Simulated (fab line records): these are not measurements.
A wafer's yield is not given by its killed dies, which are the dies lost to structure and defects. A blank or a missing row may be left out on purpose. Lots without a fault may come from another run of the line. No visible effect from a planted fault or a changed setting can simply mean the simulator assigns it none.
Which of the tools did it?	flow gf180mcu	24 lots with 72 wafers sampled at 2 steps, on a route of 602 steps

== WHAT EACH GAUGE READ, for each wafer ==
GF_MIM_RS_MEAS_10: a four-point-probe measurement.
lot	measured	on	MIM_ALCU_RS (ohm/sq)
L074	day 25 00:39	film metro-01	0.1594 0.1589 0.1625
L075	day 25 03:24	film metro-01	0.1590 0.1591 0.1620
L076	day 25 10:10	film metro-01	0.1596 0.1584 0.1607
L077	day 25 17:23	film metro-01	0.1585 0.1616 0.1588
L078	day 25 19:22	film metro-01	0.1554 0.1555 0.1596
L080	day 26 09:53	film metro-01	0.1564 0.1598 0.1607
L079	day 26 10:35	film metro-01	0.1570 0.1625 0.1570
L081	day 26 23:19	film metro-02	0.1591 0.1622 0.1597
L082	day 27 04:03	film metro-04	0.1612 0.1596 0.1595
L083	day 27 07:56	film metro-02	0.1567 0.1581 0.1573
L084	day 27 18:47	film metro-01	0.1606 0.1620 0.1590
L085	day 27 23:38	film metro-01	0.1632 0.1599 0.1602
L086	day 28 09:04	film metro-01	0.1584 0.1549 0.1605
L087	day 28 20:06	film metro-01	0.1598 0.1587 0.1587
L088	day 29 00:50	film metro-04	0.1583 0.1582 0.1579
L089	day 29 08:41	film metro-02	0.1544 0.1593 0.1621
L090	day 29 13:05	film metro-01	0.1635 0.1608 0.1611
L091	day 29 19:37	film metro-01	0.1621 0.1577 0.1595
L092	day 30 03:05	film metro-02	0.1592 0.1584 0.1603
L093	day 30 10:58	film metro-02	0.1592 0.1582 0.1546
L094	day 30 18:55	film metro-01	0.1595 0.1622 0.1600
L095	day 30 22:07	film metro-04	0.1585 0.1604 0.1605
L096	day 31 06:25	film metro-04	0.1577 0.1572 0.1560
L097	day 31 08:43	film metro-04	0.1550 0.1563 0.1566

== EACH LOT AND THE TOOL THAT RAN IT (in order: tool; ch and the chambers of the sampled wafers; start) ==
lot	GF_M3_METAL_ETCH_16
L074	rie metal-01 ch 0,1, day 21 18:01
L075	rie metal-01 ch 0,1, day 22 02:30
L076	rie metal-02 ch 0,1, day 22 08:53
L077	rie metal-02 ch 0,1, day 22 16:19
L078	rie metal-02 ch 0,1, day 22 19:15
L080	rie metal-01 ch 0,1, day 23 12:21
L079	rie metal-02 ch 0, day 23 12:40
L081	rie metal-02 ch 0, day 23 23:32
L082	rie metal-02 ch 0,1, day 24 06:59
L083	rie metal-03 ch 0,1, day 24 11:50
L084	rie metal-03 ch 0,1, day 24 19:24
L085	rie metal-02 ch 0,1, day 25 04:58
L086	rie metal-02 ch 1, day 25 14:03
L087	rie metal-03 ch 0,1, day 26 02:27
L088	rie metal-03 ch 0,1, day 26 06:37
L089	rie metal-02 ch 0,1, day 26 14:29
L090	rie metal-03 ch 0,1, day 26 19:33
L091	rie metal-01 ch 0,1, day 27 02:36
L092	rie metal-02 ch 0,1, day 27 10:49
L093	rie metal-02 ch 0,1, day 27 18:51
L094	rie metal-02 ch 1, day 28 02:58
L095	rie metal-01 ch 0, day 28 08:02
L096	rie metal-01 ch 0, day 28 16:20
L097	rie metal-03 ch 0,1, day 28 17:51
- GF_M3_METAL_ETCH_16: etches the open film in Cl2/BCl3, stops on SiO2, target depth 750.8 nm, time 125.1 s.

== WHAT THE TOOLS THEMSELVES READ (means of the sampled wafers that have a number; where no wafer has one, the mark that the record gives instead) ==
GF_M3_METAL_ETCH_16.
lot	tool	drypump motor current A (A)	mfc cl2 sccm (sccm)	oes product au (a.u.)	throttle valve pct (%)
L074	rie metal-01	6.1	80.04	0.994	28.224
L075	rie metal-01	6.1	79.92	0.991	28.238
L076	rie metal-02	5.9	80.06	0.990	28.232
L077	rie metal-02	5.7	79.98	0.992	28.225
L078	rie metal-02	5.9	79.82	0.987	28.234
L080	rie metal-01	5.8	79.79	0.988	28.235
L079	rie metal-02	6.1	79.70	0.981	28.236
L081	rie metal-02	6.0	79.82	0.982	28.232
L082	rie metal-02	5.7	79.97	0.995	28.238
L083	rie metal-03	5.2	80.02	0.977	28.247
L084	rie metal-03	5.1	80.21	0.978	28.240
L085	rie metal-02	5.8	80.23	0.993	28.223
L086	rie metal-02	5.6	80.32	0.995	28.221
L087	rie metal-03	5.3	79.53	0.987	28.247
L088	rie metal-03	5.1	80.18	0.980	28.242
L089	rie metal-02	5.7	79.67	0.995	28.228
L090	rie metal-03	5.3	79.92	0.977	28.241
L091	rie metal-01	5.8	79.96	0.994	28.226
L092	rie metal-02	5.7	79.81	1.000	28.224
L093	rie metal-02	5.9	80.08	0.988	28.225
L094	rie metal-02	5.6	80.21	0.992	28.222
L095	rie metal-01	5.4	80.11	0.999	28.208
L096	rie metal-01	5.4	80.04	0.992	28.221
L097	rie metal-03	5.3	80.23	0.985	28.243

== THE ANSWER, worked out from the rows above alone ==
Rule: what is usual is taken from the lots themselves. Put in order of their means at a reading, lots are off if they are a third of the lots or fewer, leave a main group of 4 or more, and stand apart from it by a gap of 3 or more times the standard deviation of the main group's means; of several such gaps the widest counts. A main group is skipped when, at the precision printed for the reading in the tables above, its means are all equal. Also off: a lot with no number at a reading for which 4 or more lots have one. Where the step has rows for the other lots, those lots are counted as sound. After the gauges, taken in route order, come the tools' own readings; for these a lot's mean is taken, as printed above. At the first step where some lot is off, the reading lying furthest off is the one used; lots without a number count as furthest.
Across all readings shown, no lot is off: no conclusion can be drawn from this.

== WHAT HAD BEEN PUT IN BY THE SIMULATOR ==
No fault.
